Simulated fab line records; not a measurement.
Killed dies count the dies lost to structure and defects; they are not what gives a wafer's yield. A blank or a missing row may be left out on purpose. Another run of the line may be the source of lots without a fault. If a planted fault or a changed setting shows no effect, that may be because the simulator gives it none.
Struck lot and sound lot, side by side -- flow sky130 -- 17 steps out of a route of 708
Sound: wafers L676.2, L676.3, L676.4. Wafers L688.1, L688.3, L688.6 were the ones struck. The cause comes at the end.
Order at every step that has rows: each side's tool, ch and its chambers, its first start. Under that, the readings that differ: sound wafers -- struck wafers -- difference of the means -- sigmas: that difference in standard deviations of wafers without a fault.
alike: readings whose means differ by less than 2 such deviations, and words and numbers that are the same on both sides. not compared: withheld readings, readings that some wafer has no value for, bounds like >300 that may hide the same value, and numbers for which the record gives no deviation and whose values overlap.
The two part at a step that has a row with sigmas, a row that says differs or no value, or rows on one side only. Non-overlapping numbers with no deviation appear without sigmas and do not part them. A reading that every wafer of one side lacks parts them only if that side has two wafers or more.

SKY_LDD_HVN_OVL_MEAS_07:
  sound: overlay-02 at day 21 11:42; struck: overlay-01 at day 26 01:59
  alike: LDD_HVN_OVL
following that, these wafers have no rows for 1 step: SKY_LDD_HVN_IMPLANT_08.
SKY_LDD_HVN_STRIP_09: strips in O2/N2.
  sound on plasma_asher-04 ch 0,1, day 21 11:53; struck on plasma_asher-03 ch 0,1, day 26 02:11
  alike: drypump_motor_current_A, oes_product_au, strip_time_to_endpoint_s
  not compared: rf_hours_counter_h
SKY_LDD_HVN_TW_MEAS_10:
  sound: film_metro-01 at day 21 11:59; struck: film_metro-01 at day 26 02:17
  alike: LDD_HVN_TW
then, 7 steps without rows for these wafers: SKY_LDD_HVP_DEHYDRATE_00 (time 60 s); SKY_LDD_HVP_HMDS_01 (prime time 60 s); SKY_LDD_HVP_COAT_02 (resist thk 300 nm); SKY_LDD_HVP_SOFTBAKE_03 (time 60 s); SKY_LDD_HVP_EXPOSE_04 (exposes mask HVPTM, target cd 700 nm); SKY_LDD_HVP_PEB_05; SKY_LDD_HVP_DEVELOP_06 (develop time 60 s).
SKY_LDD_HVP_OVL_MEAS_07:
  sound: overlay-01 at day 22 18:51; struck: overlay-01 at day 27 05:48
  alike: LDD_HVP_OVL
SKY_LDD_HVP_IMPLANT_08:
  sound on implanter-02 ch 0, day 22 18:56; struck on implanter-01 ch 0, day 27 05:50
reading,sound,struck,difference,sigmas
dose_ions_cm2,1.7018e+13 1.6999e+13 1.698e+13,1.5549e+13 1.5524e+13 1.5543e+13,-1.4603e+12,-81
faraday_current_uA,95.2 97.9 95.7,88.7 88.8 85.2,-8.7,-5
SKY_LDD_HVP_STRIP_09: strips in O2/N2.
  sound on plasma_asher-04 ch 0,1, day 22 19:11; struck on plasma_asher-04 ch 0, day 27 05:59
  alike: drypump_motor_current_A, oes_product_au, strip_time_to_endpoint_s
  not compared: rf_hours_counter_h
SKY_LDD_HVP_TW_MEAS_10:
  sound: film_metro-03 at day 22 19:17; struck: film_metro-03 at day 27 06:05
reading,sound,struck,difference,sigmas
LDD_HVP_TW,452 452 451,441 442 440,-11,-3
then, 1 step without rows for these wafers: SKY_LDD_LDN_DEHYDRATE_00 (time 60 s).
-- here the record skips 22 days between the struck wafers' starts before and after, leaving off in module LDD_LDN and picking up in module PAD_OPEN (first step shown: number 708 of the route) --
SKY_PAD_OPEN_PROBE_99:
  sound: prober-02 at day 46 17:31; struck: prober-02 at day 49 13:21
reading,sound,struck,difference,sigmas
killed_at_front_end,7 11 16,25 21 21,+11,+2
model.etest.tip_p_5v.rs_ohm_sq,2823 2833 2816,2981 2984 2993,+162,
  alike: killed_at_M0_to_M3, killed_at_M4_up, killed_at_contacts, killed_at_other, killed_dies, killed_open, killed_short

== WHERE THEY PART ==
At SKY_LDD_HVP_IMPLANT_08 first; at SKY_PAD_OPEN_PROBE_99 last (within this record only).

WHY: what had been put in by the simulator
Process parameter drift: implanter-01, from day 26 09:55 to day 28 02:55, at SKY_LDD_HVP_IMPLANT_08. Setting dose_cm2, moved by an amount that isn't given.
